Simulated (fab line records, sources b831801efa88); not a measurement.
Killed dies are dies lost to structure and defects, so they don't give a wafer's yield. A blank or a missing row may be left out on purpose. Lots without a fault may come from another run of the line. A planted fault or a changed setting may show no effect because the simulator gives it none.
fab line records | flow sky130
record lots=6 wafers=18 last_day=50
route steps=708 shown DNWELL@37 PWDE@45
lots that met no fault: from a run of the same line without faults
start_h: hours from the record's first day to the start of the lot's first wafer shown | wait_h: hours since the lot's step before | " the same as in the row above | L1.1+2: a row that stands for several wafers | - no value, or no start given | * or withheld: withheld | < > ~ a bound
route shown NAME@n: a module of which the file shows steps, and the number in the route of the first | usual: mean/standard deviation of fault-free wafers | same: alike in all rows | chamber/n: place in a boat | sites: the reading at each site | _std_site: their standard deviation | _edge_site: outer sites' mean less inner sites' | radius_mm: how far each site lies from the wafer's centre | mask NAME#n: copy n | behind: the tool/chamber that last shaped the wafer | hold: why the lot was held/for how many hours/how that ended | device: the transistor (n, p or np) that didn't switch | end of line: the same wafers' tests at the end of the route | a step without rows: its recipe alone | killed: dies lost to structure and defects at the first sort, not the wafer's yield | map: a wafer's dies, x killed, . not, _ none there
set.NAME: the setting as run; set.NAME@STEP: as run at that earlier step | model.NAME: the simulator's own value behind a step, which no gauge read
lots at some steps of the route; a table a step, a row a wafer
services: from which hour (start_h, from the record's first day; less than 0 if before it) a tool's chamber was out of use, for how many hours, and why
## steps
# step SKY_DNWELL_COAT_02
# recipe spin_rpm=2000 resist_thk_nm=3000
# step SKY_DNWELL_SOFTBAKE_03
# recipe temp_c=110 time_s=withheld
# step SKY_DNWELL_EXPOSE_04
# recipe mask_id=DNM na=0.57 target_cd_nm=3000 dose_mj=222
# step SKY_DNWELL_PEB_05
# recipe temp_c=115 time_s=withheld
# step SKY_DNWELL_DEVELOP_06
# recipe wall_angle_deg=90 developer=TMAH develop_time_s=60 dev_temp_c=23
# step SKY_DNWELL_IMPLANT_07
# recipe species=P energy_kev=withheld dose_cm2=withheld tilt_deg=withheld
# step SKY_DNWELL_STRIP_08
# recipe chemistry=O2/N2 power_w=1400 pressure_mtorr=1500 platen_temp_c=withheld o2_flow_sccm=3000 n2_flow_sccm=300 overash_fraction=0.5
# usual drypump_motor_current_A=5.6/0.35 oes_product_au=0.723/0.0043 strip_time_to_endpoint_s=36.94/0.092
# same overash_fraction=0.5
# columns lot.wafer tool chamber start_h wait_h drypump_motor_current_A oes_product_au rf_hours_counter_h strip_time_to_endpoint_s
L176.1 plasma_asher-02 0 54.76 0.1 6.0 0.720 41 37.05
L176.5 " 0 " " 6.0 0.723 - 36.98
L176.6 " 1 " " 5.0 0.715 - 36.91
L186.2 plasma_asher-02 0 107.91 0.1 6.0 0.723 46 36.85
L186.4 " 0 " " 6.0 0.726 - 36.95
L186.5 " 0 " " 6.0 0.716 - 36.98
L190.2 plasma_asher-03 1 135.77 0.1 5.5 0.725 2 36.91
L190.3 " 1 " " 5.5 0.723 - 36.94
L190.6 " 0 " " 5.4 0.723 - 36.83
L191.1 plasma_asher-02 0 146.66 0.1 6.0 0.725 50 36.98
L191.3 " 0 " " 6.0 0.724 - 36.80
L191.4 " 1 " " 5.0 0.720 - 36.93
L195.1 plasma_asher-04 0 168.47 0.1 5.8 0.729 43 36.86
L195.5 " 0 " " 5.8 0.724 - 36.83
L195.6 " 1 " " 5.8 0.718 - 36.79
L198.2 plasma_asher-02 0 176.07 0.1 6.0 0.732 53 37.04
L198.4 " 1 " " 5.0 0.726 - 36.96
L198.6 " 1 " " 5.0 0.724 - 37.00
# step SKY_DNWELL_TW_MEAS_09
# usual DNWELL_TW=1116/6.2
# columns lot.wafer tool chamber start_h wait_h DNWELL_TW
L176.1 film_metro-01 - 54.86 0.1 1110
L176.5 " - " " 1117
L176.6 " - " " 1110
L186.2 film_metro-02 - 108.02 0.1 1117
L186.4 " - " " 1110
L186.5 " - " " 1122
L190.2 film_metro-02 - 135.88 0.1 1119
L190.3 " - " " 1118
L190.6 " - " " 1126
L191.1 film_metro-01 - 146.76 0.1 1122
L191.3 " - " " 1122
L191.4 " - " " 1129
L195.1 film_metro-03 - 168.57 0.1 1119
L195.5 " - " " 1114
L195.6 " - " " 1119
L198.2 film_metro-01 - 176.18 0.1 1115
L198.4 " - " " 1112
L198.6 " - " " 1110
# step SKY_PWDE_DEHYDRATE_00
# recipe temp_c=200 time_s=60
# step SKY_PWDE_HMDS_01
# recipe prime_time_s=60 prime_temp_c=120
# step SKY_PWDE_COAT_02
# recipe spin_rpm=2000 resist_thk_nm=3000
# step SKY_PWDE_SOFTBAKE_03
# recipe temp_c=110 time_s=withheld
# step SKY_PWDE_EXPOSE_04
# recipe mask_id=PWDEM na=0.6 source_shape=conventional sigma_outer=0.6 polarization=unpolarized target_cd_nm=840 dose_mj=214
# usual exposure_dose_mJ_cm2=213.95/0.21 focus_offset_nm=0.0/0.54 reticle_temp_C=22.98/0.12
# columns lot.wafer tool chamber start_h wait_h mask exposure_dose_mJ_cm2 focus_offset_nm reticle_temp_C
L176.1 iline_stepper-01 0 62.39 - PWDEM#0 213.74 -0.7 23.11
L176.5 " 0 " " PWDEM#0 213.96 -0.6 22.90
L176.6 " 0 " " PWDEM#0 213.87 0.0 22.93
L186.2 iline_stepper-02 0 116.79 - PWDEM#0 213.98 0.1 22.81
L186.4 " 0 " " PWDEM#0 214.02 -0.1 23.06
L186.5 " 0 " " PWDEM#0 214.21 0.0 23.05
L190.2 iline_stepper-01 - 144.32 - PWDEM#0 - - -
L190.3 " - " " PWDEM#0 - - -
L190.6 " - " " PWDEM#0 - - -
L191.1 iline_stepper-01 - 155.91 - PWDEM#0 - - -
L191.3 " - " " PWDEM#0 - - -
L191.4 " - " " PWDEM#0 - - -
L195.1 iline_stepper-02 0 178.31 - PWDEM#0 214.06 -0.4 22.99
L195.5 " 0 " " PWDEM#0 213.96 -0.3 22.97
L195.6 " 0 " " PWDEM#0 214.24 -0.7 23.14
L198.2 iline_stepper-02 0 186.35 - PWDEM#0 214.08 0.1 23.00
L198.4 " 0 " " PWDEM#0 214.17 -0.4 23.11
L198.6 " 0 " " PWDEM#0 213.88 -0.1 23.06
# step SKY_PWDE_PEB_05
# recipe temp_c=115 time_s=withheld
## services
# columns tool chamber start_h hours kind
plasma_asher-02 - 32.64 3.4 repair
plasma_asher-04 - 60.61 10.0 pm
iline_stepper-01 0 74.99 - calibration
plasma_asher-03 - 108.75 9.0 pm
plasma_asher-03 0 108.75 9.0 vent_cycle
plasma_asher-03 1 108.75 9.0 vent_cycle
iline_stepper-01 - 116.61 8.9 pm
plasma_asher-03 0 117.75 - clean
plasma_asher-03 1 117.75 - clean
iline_stepper-02 - 125.70 4.4 pm
iline_stepper-02 0 134.32 - calibration
iline_stepper-02 - 158.26 1.7 pm
iline_stepper-01 - 185.73 1.7 pm
## key
first_sign step=SKY_PWDE_EXPOSE_04 reading=tool_record direction=missing
effect none on later readings
met_at SKY_PWDE_EXPOSE_04
struck_wafers L190.2,L190.3,L190.6,L191.1,L191.3,L191.4
sort_left_out L190.2,L190.3,L190.6,L191.1,L191.3,L191.4
tester_left_out L190,L191
onset_between 62.39 144.32
fault kind=skipped_step_whole tool=iline_stepper-01 chamber=- onset_h=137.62 steps=SKY_PWDE_EXPOSE_04 scope=struck_lots_only
# tester_left_out: of these lots the tester's yield and bins aren't shown, on N5 and GAA mostly nor the transistor test; their killed dies are dies lost to structure and defects alone, not to doping, threshold or leakage, so they don't give the yield
# sort_left_out: the simulated sort isn't trusted on such a fault, so these wafers' sort isn't shown, and their yield isn't known
